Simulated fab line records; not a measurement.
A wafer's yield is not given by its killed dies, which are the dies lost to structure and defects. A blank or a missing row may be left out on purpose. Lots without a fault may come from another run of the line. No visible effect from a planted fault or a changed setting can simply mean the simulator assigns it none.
A lot that was struck, set against a sound lot || flow sky130 || 29 out of 708 route steps
Sound: wafers L737.2, L737.4, L737.5. Wafers struck: L732.4, L732.5, L732.6. Last of all comes the cause.
At each step with rows: each side's tool, then ch and its chambers, then its first start. Under that, the readings that differ: sound wafers || struck wafers || difference of the means || sigmas: that difference in standard deviations of wafers without a fault.
alike: readings whose means differ by less than 2 such deviations, and words and numbers that are the same on both sides. not compared: withheld readings, readings that some wafer has no value for, bounds like >300 that may hide the same value, and numbers for which the record gives no deviation and whose values overlap.
Wherever a step has rows on one side only, a row that says differs or no value, or a row with sigmas, the two part there. Non-overlapping numbers with no deviation appear without sigmas and do not part them. Lack of a reading on every wafer of one side parts them only where that side has two or more wafers.

first, 9 steps without rows for these wafers: SKY_METAL2_DEVELOP_14 (develop time 60 s); SKY_METAL2_DESCUM_17 (chemistry O2, time 8 s); SKY_METAL2_ETCH_18 (etches BARC in N2/H2, stops on SiO2, time 45.9 s, target depth 60 nm); SKY_METAL2_METAL_ETCH_19 (etches the open film in Cl2/BCl3, stops on SiO2, target depth 360 nm, time 78 s); SKY_METAL2_STRIP_20 (strips in O2/N2); SKY_METAL2_STRIP_21 (strips in post etch residue remover, time 1200 s); SKY_METAL2_CLEAN_22 (cleans in IPA, time 180 s); SKY_METAL2_CLEAN_23 (cleans in O3/DIW); SKY_VIA2_HDPCVD_00 (deposits SiO2, target thk 1180 nm, time 196.7 s).
SKY_VIA2_CMP_02: polishes SiO2.
  sound on cmp-01 ch 0,3, day 39 19:47; struck on cmp-02 ch 0,1,3, day 38 14:15
  no value came back on the struck wafers for edgeZonePressureFrac, headPressurePsi (psi), motorCurrentA (A); on the sound wafers edgeZonePressureFrac reads 0.996 0.989 0.992
{"reading": "model.SiO2_of_VIA2_HDPCVD_00.thkNm (nm)", "sound": "495.9 495.1 495.3", "struck": "1177 1193 1190", "difference": "+691", "sigmas": ""}
SKY_VIA2_BOW_MEAS_03:
  sound on filmMetro-01 at day 39 20:06; struck on filmMetro-03 at day 38 14:28
{"reading": "VIA2_BOW (um)", "sound": "80 88 78", "struck": "115 113 118", "difference": "+33", "sigmas": "+5"}
then, 9 steps without rows for these wafers: SKY_VIA2_DEHYDRATE_04 (time 60 s); SKY_VIA2_HMDS_05 (prime time 60 s); SKY_VIA2_COAT_06 (resist thk 60 nm); SKY_VIA2_COAT_07 (resist thk 450 nm); SKY_VIA2_SOFTBAKE_08 (time 90 s); SKY_VIA2_EXPOSE_09 (exposes mask VIM2, target cd 200 nm); SKY_VIA2_PEB_10; SKY_VIA2_DEVELOP_11 (develop time 60 s); SKY_VIA2_ETCH_14 (etches BARC in N2/H2, stops on SiO2, time 45.9 s, target depth 60 nm).
SKY_VIA2_ETCH_15: etches SiO2 in C4F8/O2/Ar, stops on TiN, target depth 546 nm, time 84 s.
  sound on rieDiel-04 ch 0,2, day 40 20:32; struck on rieDiel-04 ch 0,1,2, day 39 16:27
{"reading": "oesProductAu (a.u.)", "sound": "0.939 0.940 0.936", "struck": "1.619 1.632 1.636", "difference": "+0.691", "sigmas": "+99 or more"}
{"reading": "model.etch.depthNm (nm)", "sound": "495.9 495.1 495.3", "struck": "540.5 549.4 548.3", "difference": "+50.6", "sigmas": ""}
{"reading": "model.VIA2.featureDepthNm (nm)", "sound": "495.9 495.1 495.3", "struck": "540.5 549.4 548.3", "difference": "+50.6", "sigmas": ""}
  not compared: rfHoursCounterH
then, 6 steps without rows for these wafers: SKY_VIA2_STRIP_16 (strips in O2/N2); SKY_VIA2_STRIP_17 (strips in post etch residue remover, time 1200 s); SKY_VIA2_CLEAN_18 (cleans in IPA, time 180 s); SKY_VIA2_CLEAN_19 (cleans in O3/DIW); SKY_VIA2_SPUTTER_20 (material TiN, target thk 20 nm, time 80 s); SKY_VIA2_CVD_21 (deposits W, target thk 420 nm, time 126.4 s).
SKY_VIA2_CMP_24: polishes, stops on SiO2, t overpolish 20 s, target thk 0 nm.
  sound on cmp-02 ch 1,3, day 40 21:34; struck on cmp-01 ch 2,3, day 39 17:43
{"reading": "model.SiO2_of_VIA2_HDPCVD_00.thkNm (nm)", "sound": "491.5 490.7 490.9", "struck": "1173 1189 1185", "difference": "+691", "sigmas": ""}
  alike: edgeZonePressureFrac, headPressurePsi, motorCurrentA
-- the record jumps here: 9 days lie between the struck wafers' starts before and after (it left off in module VIA2 and takes up again in module PAD_OPEN, whose first step shown is number 708 of the route) --
SKY_PAD_OPEN_PROBE_99:
  sound on prober-02 at day 49 09:01; struck on prober-01 at day 48 11:19
{"reading": "defectLimitedYield (%)", "sound": "83.5 82.7 80.1", "struck": "0 0 0", "difference": -82, "sigmas": -39}
{"reading": "killed_at_M0_to_M3", "sound": "33 45 45", "struck": "448 455 454", "difference": "+411", "sigmas": "+56"}
{"reading": "killedDies", "sound": "81 85 98", "struck": "492 492 492", "difference": "+404", "sigmas": "+40"}
{"reading": "killedOnRim", "sound": "13 21 17", "struck": "96 96 96", "difference": "+79", "sigmas": "+21"}
{"reading": "sort_bin_5_function (%)", "sound": "8.9 9.3 11.0", "struck": "93.1 94.3 93.7", "difference": "+84.0", "sigmas": "+56"}
{"reading": "sortNPass", "sound": "411 407 394", "struck": "0 0 0", "difference": -404, "sigmas": -40}
{"reading": "sortYieldPct (%)", "sound": "83.5 82.7 80.1", "struck": "0 0 0", "difference": -82, "sigmas": -39}
  alike: killed_at_M4_up, killedAtContacts, killedAtFrontEnd, killedAtOther, killedOpen, killedShort, sort_bin_3_pad_short, sort_bin_6_memory

## WHERE THEY PART
At SKY_VIA2_CMP_02 first; at SKY_PAD_OPEN_PROBE_99 last (within this record only).

WHY: whatever the simulator had introduced
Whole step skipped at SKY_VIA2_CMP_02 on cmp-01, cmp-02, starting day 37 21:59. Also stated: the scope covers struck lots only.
